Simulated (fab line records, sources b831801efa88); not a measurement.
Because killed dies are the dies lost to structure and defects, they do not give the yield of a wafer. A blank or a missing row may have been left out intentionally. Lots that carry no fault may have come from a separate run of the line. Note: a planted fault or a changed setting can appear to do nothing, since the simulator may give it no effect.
fab line records -- flow sky130 -- part 2 of 2: steps 31 to 41 of 41
record: lots: 5, wafers: 15, lastDay: 49
route steps=708 shown CAPM@551 METAL3@555 VIA3@573
lots that met no fault: from a run of the same line without faults
startH: start of the lot's first displayed wafer, in hours after the record's first day -- waitH: how many hours have passed since the lot's step before this one -- " same as the row above -- L1.1+2: one row covering several wafers at once -- - value missing, or start not given -- * or withheld: withheld -- < > ~ a bound
route shown NAME@n: a module of which the file shows steps, and the number in the route of the first -- usual: mean/standard deviation taken from wafers without a fault -- same: alike in all rows -- chamber/n: place in a boat -- sites: each site's reading -- _std_site: their standard deviation -- _edge_site: inner sites' mean taken away from outer sites' mean -- radiusMm: for every site, how far away it sits from the centre of the wafer -- mask NAME#n: copy n -- behind: the last tool/chamber to shape the wafer -- hold: what put the lot on hold/how long, in hours/how the hold closed -- device: which transistor (n, p or np) failed to switch -- end of line: tests of these same wafers at the route's end -- where a step has no rows: the recipe by itself -- killed: not the wafer's yield, but the dies lost to structure and defects at the first sort -- map: the dies of a wafer, with x for killed, . for not killed, _ for no die there
set.NAME: setting as actually run; set.NAME@STEP: the setting as run at that earlier step -- model.NAME: the simulator's own value behind a step, which no gauge read
certain route steps with their lots: each step a table, each wafer a row
services: the hour from which a tool's chamber was out of use, counted from the record's first day as startH (under 0 if before that day), plus the number of hours and why
== steps ==
step: SKY_VIA3_SOFTBAKE_08
recipe: tempC: 100, timeS: 90, resist: KrF-thick
usual: heaterPowerTotalW: 57.35/0.12
lot.wafer,tool,chamber,startH,waitH,heaterPowerTotalW
L074.2,lithoTrack-03,0,-,-,57.37
L074.4,lithoTrack-03,0,-,-,57.28
L074.5,lithoTrack-03,0,-,-,57.39
L076.2,lithoTrack-03,0,-,-,57.09
L076.5,lithoTrack-03,0,-,-,57.39
L076.6,lithoTrack-03,0,-,-,57.40
L078.2,lithoTrack-04,0,-,-,57.46
L078.4,lithoTrack-04,0,-,-,57.33
L078.5,lithoTrack-04,0,-,-,57.40
L082.4,lithoTrack-02,0,-,-,57.48
L082.5,lithoTrack-02,0,-,-,57.21
L082.6,lithoTrack-02,0,-,-,57.33
L093.1,lithoTrack-04,0,-,-,57.26
L093.3,lithoTrack-04,0,-,-,57.43
L093.4,lithoTrack-04,0,-,-,57.58
step: SKY_VIA3_EXPOSE_09
recipe: maskId: VIM3, na: 0.8, sourceShape: annular, sigmaInner: 0.55, sigmaOuter: 0.85, targetCdNm: 200, doseMj: 38
same: sigmaInner: 0.55
lot.wafer,tool,chamber,startH,waitH,mask
L074.2+4+5,krfScanner-01,0,-,-,VIM3#0
L076.2+5+6,krfScanner-01,0,-,-,VIM3#0
L078.2+4+5,krfScanner-02,0,-,-,VIM3#0
L082.4+5+6,krfScanner-01,0,-,-,VIM3#0
L093.1+3+4,krfScanner-01,0,-,-,VIM3#0
step: SKY_VIA3_PEB_10
recipe: pebTempC: withheld, pebTimeS: withheld, resist: KrF-thick
lot.wafer,tool,chamber,startH,waitH
L074.2+4+5,lithoTrack-04,0,-,-
L076.2+5+6,lithoTrack-02,0,-,-
L078.2+4+5,lithoTrack-04,0,-,-
L082.4+5+6,lithoTrack-04,0,-,-
L093.1+3+4,lithoTrack-02,0,-,-
step: SKY_VIA3_DEVELOP_11
recipe: developTimeS: 60, resist: KrF-thick, devTempC: 21
lot.wafer,tool,chamber,startH,waitH
L074.2+4+5,lithoTrack-04,0,-,-
L076.2+5+6,lithoTrack-02,0,-,-
L078.2+4+5,lithoTrack-04,0,-,-
L082.4+5+6,lithoTrack-04,0,-,-
L093.1+3+4,lithoTrack-02,0,-,-
step: SKY_VIA3_CD_MEAS_12
recipe: targetCdNm: 200
usual: cdNm: 200.2/1.2
lot.wafer,tool,chamber,startH,waitH,cdNm
L074.2,cdSem-01,-,927.46,-,200.7
L074.4,cdSem-01,-,927.46,-,199.9
L074.5,cdSem-01,-,927.46,-,200.7
L076.2,cdSem-01,-,946.15,-,198.4
L076.5,cdSem-01,-,946.15,-,198.6
L076.6,cdSem-01,-,946.15,-,198.6
L078.2,cdSem-01,-,962.96,-,198.3
L078.4,cdSem-01,-,962.96,-,198.4
L078.5,cdSem-01,-,962.96,-,198.9
L082.4,cdSem-02,-,993.14,-,197.5
L082.5,cdSem-02,-,993.14,-,199.2
L082.6,cdSem-02,-,993.14,-,198.3
L093.1,cdSem-02,-,1058.53,-,201.1
L093.3,cdSem-02,-,1058.53,-,199.7
L093.4,cdSem-02,-,1058.53,-,199.7
step: SKY_VIA3_OVL_MEAS_13
usual: VIA3_OVL: -3/5
lot.wafer,tool,chamber,startH,waitH,VIA3_OVL[nm]
L074.2,overlay-02,-,927.57,0.1,7
L074.4,overlay-02,-,927.57,0.1,6
L074.5,overlay-02,-,927.57,0.1,4
L076.2,overlay-02,-,946.25,0.1,4
L076.5,overlay-02,-,946.25,0.1,5
L076.6,overlay-02,-,946.25,0.1,7
L078.2,overlay-02,-,963.07,0.1,-4
L078.4,overlay-02,-,963.07,0.1,-7
L078.5,overlay-02,-,963.07,0.1,-6
L082.4,overlay-01,-,993.22,0.1,1
L082.5,overlay-01,-,993.22,0.1,-1
L082.6,overlay-01,-,993.22,0.1,-7
L093.1,overlay-02,-,1058.65,0.1,-14
L093.3,overlay-02,-,1058.65,0.1,-17
L093.4,overlay-02,-,1058.65,0.1,-2
step: SKY_VIA3_ETCH_14
recipe: chemistry: N2/H2, target: BARC, ionEnergyEv: 200, sourceW: 500, biasW: 100, pressureMtorr: 30, n2FlowSccm: 100, h2FlowSccm: 200, stopOn: SiO2, timeS: 45.9, targetDepthA: 600
usual: drypumpMotorCurrentA: 5.7/0.55, oesProductAu: 0.854/0.0047, throttleValvePct: 13.225/0.0084
lot.wafer,tool,chamber,startH,waitH,drypumpMotorCurrentA,oesProductAu,rfHoursCounterH,throttleValvePct
L074.2,rieDiel-02,0,927.60,0.0,5.0,0.851,6,13.226
L074.4,rieDiel-02,1,927.60,0.0,6.6,0.853,18,13.214
L074.5,rieDiel-02,0,927.60,0.0,5.0,0.844,-,13.223
L076.2,rieDiel-03,2,946.28,0.0,5.1,0.851,21,13.216
L076.5,rieDiel-03,0,946.28,0.0,5.5,0.852,-,13.228
L076.6,rieDiel-03,3,946.28,0.0,6.2,0.856,-,13.236
L078.2,rieDiel-01,0,963.10,0.0,6.0,0.854,16,13.224
L078.4,rieDiel-01,1,963.10,0.0,6.1,0.853,8,13.224
L078.5,rieDiel-01,3,963.10,0.0,6.1,0.848,-,13.213
L082.4,rieDiel-03,0,993.24,0.0,5.5,0.842,23,13.218
L082.5,rieDiel-03,2,993.24,0.0,5.1,0.851,-,13.223
L082.6,rieDiel-03,1,993.24,0.0,4.9,0.852,-,13.223
L093.1,rieDiel-03,0,1058.69,0.0,5.5,0.855,25,13.216
L093.3,rieDiel-03,1,1058.69,0.0,4.9,0.853,26,13.231
L093.4,rieDiel-03,3,1058.69,0.0,6.2,0.849,26,13.229
step: SKY_VIA3_ETCH_15
recipe: target: SiO2, chemistry: C4F8/O2/Ar, targetDepthNm: 507, stopOn: TiN, maskMaterial: KrF-thick, sourceW: 1500, biasW: 1200, pressureMtorr: 40, c4f8FlowSccm: withheld, O2_flow_sccm: 6, Ar_flow_sccm: 300, timeS: 78
usual: oesProductAu: 0.945/0.0046
lot.wafer,tool,chamber,startH,waitH,oesProductAu,rfHoursCounterH
L074.2,rieDiel-02,0,927.64,0.0,0.942,6
L074.4,rieDiel-02,1,927.64,0.0,0.944,18
L074.5,rieDiel-02,0,927.64,0.0,0.950,-
L076.2,rieDiel-03,2,946.33,0.0,0.944,21
L076.5,rieDiel-03,0,946.33,0.0,0.942,-
L076.6,rieDiel-03,3,946.33,0.0,0.943,-
L078.2,rieDiel-01,0,963.14,0.0,0.945,16
L078.4,rieDiel-01,1,963.14,0.0,0.947,8
L078.5,rieDiel-01,3,963.14,0.0,0.942,-
L082.4,rieDiel-03,0,993.28,0.0,0.948,23
L082.5,rieDiel-03,2,993.28,0.0,0.944,-
L082.6,rieDiel-03,1,993.28,0.0,0.946,-
L093.1,rieDiel-03,0,1058.73,0.0,0.943,25
L093.3,rieDiel-03,1,1058.73,0.0,0.946,26
L093.4,rieDiel-03,3,1058.73,0.0,0.951,26
step: SKY_VIA3_STRIP_16
recipe: chemistry: O2/N2, powerW: 1400, pressureMtorr: 1500, platenTempC: withheld, o2FlowSccm: 3000, n2FlowSccm: 300, overashFraction: 0.5
usual: drypumpMotorCurrentA: 5.6/0.51, oesProductAu: 0.402/0.0047, stripTimeToEndpointS: 4.139/0.023
lot.wafer,tool,chamber,startH,waitH,drypumpMotorCurrentA,oesProductAu,rfHoursCounterH,stripTimeToEndpointS
L074.2,plasmaAsher-03,1,927.70,0.0,5.1,0.403,78,4.117
L074.4,plasmaAsher-03,1,927.70,0.0,5.1,0.403,-,4.138
L074.5,plasmaAsher-03,1,927.70,0.0,5.1,0.401,-,4.128
L076.2,plasmaAsher-04,0,946.39,0.0,5.3,0.412,20,4.181
L076.5,plasmaAsher-04,0,946.39,0.0,5.3,0.400,-,4.159
L076.6,plasmaAsher-04,1,946.39,0.0,6.4,0.408,-,4.173
L078.2,plasmaAsher-03,0,963.20,0.0,5.6,0.404,81,4.137
L078.4,plasmaAsher-03,0,963.20,0.0,5.6,0.400,-,4.160
L078.5,plasmaAsher-03,0,963.20,0.0,5.6,0.406,-,4.122
L082.4,plasmaAsher-03,1,993.38,0.1,5.1,0.406,-,4.152
L082.5,plasmaAsher-03,0,993.38,0.1,5.6,0.405,-,4.139
L082.6,plasmaAsher-03,1,993.38,0.1,5.1,0.401,-,4.123
L093.1,plasmaAsher-04,1,1058.79,0.0,6.4,0.410,32,4.175
L093.3,plasmaAsher-04,0,1058.79,0.0,5.3,0.404,-,4.162
L093.4,plasmaAsher-04,1,1058.79,0.0,6.4,0.405,-,4.178
step: SKY_VIA3_STRIP_17
recipe: chemistry: postEtchResidueRemover, timeS: 1200, tempC: 72.5
lot.wafer,tool,chamber,startH,waitH
L074.2+4+5,wetBench-03,1,927.80,0.1
L076.2+5+6,wetBench-03,2,946.49,0.1
L078.2+4+5,wetBench-04,1,963.30,0.1
L082.4+5+6,wetBench-01,3,993.44,0.0
L093.1+3+4,wetBench-04,1,1058.89,0.1
step: SKY_VIA3_CLEAN_18
recipe: chemistry: IPA, timeS: 180, tempC: 25
lot.wafer,tool,chamber,startH,waitH
L074.2+4+5,wetBench-04,1,928.17,0.0
L076.2+5+6,wetBench-04,1,946.83,0.0
L078.2+4+5,wetBench-04,0,963.70,0.1
L082.4+5+6,wetBench-03,1,993.78,0.0
L093.1+3+4,wetBench-01,1,1059.26,0.0
== services ==
tool,chamber,startH,hours,kind
krfScanner-01,-,850.86,0.8,pm
krfScanner-01,-,858.21,1.3,pm
plasmaAsher-01,-,862.54,3.6,repair
krfScanner-02,-,875.13,0.6,repair
plasmaAsher-03,-,880.70,2.3,repair
krfScanner-02,-,889.15,3.6,pm
rieMetal-02,-,896.25,0.4,repair
rieDiel-01,1,897.52,3.9,repair
wetBench-03,-,901.26,0.9,repair
wetBench-02,-,902.30,1.4,repair
krfScanner-02,-,902.31,1.3,pm
krfScanner-02,-,905.56,0.9,repair
krfScanner-02,-,910.98,0.9,repair
rieDiel-01,3,913.37,9.5,repair
rieDiel-03,-,915.03,7.1,repair
plasmaAsher-01,-,938.11,1.0,repair
rieDiel-03,2,960.10,13.6,repair
krfScanner-01,-,984.24,1.0,pm
plasmaAsher-01,-,1000.97,6.9,repair
wetBench-03,-,1011.99,0.8,repair
krfScanner-01,-,1019.70,0.8,pm
rieMetal-02,1,1020.09,14.6,repair
krfScanner-01,-,1034.11,1.3,pm
plasmaAsher-01,-,1040.49,10.1,repair
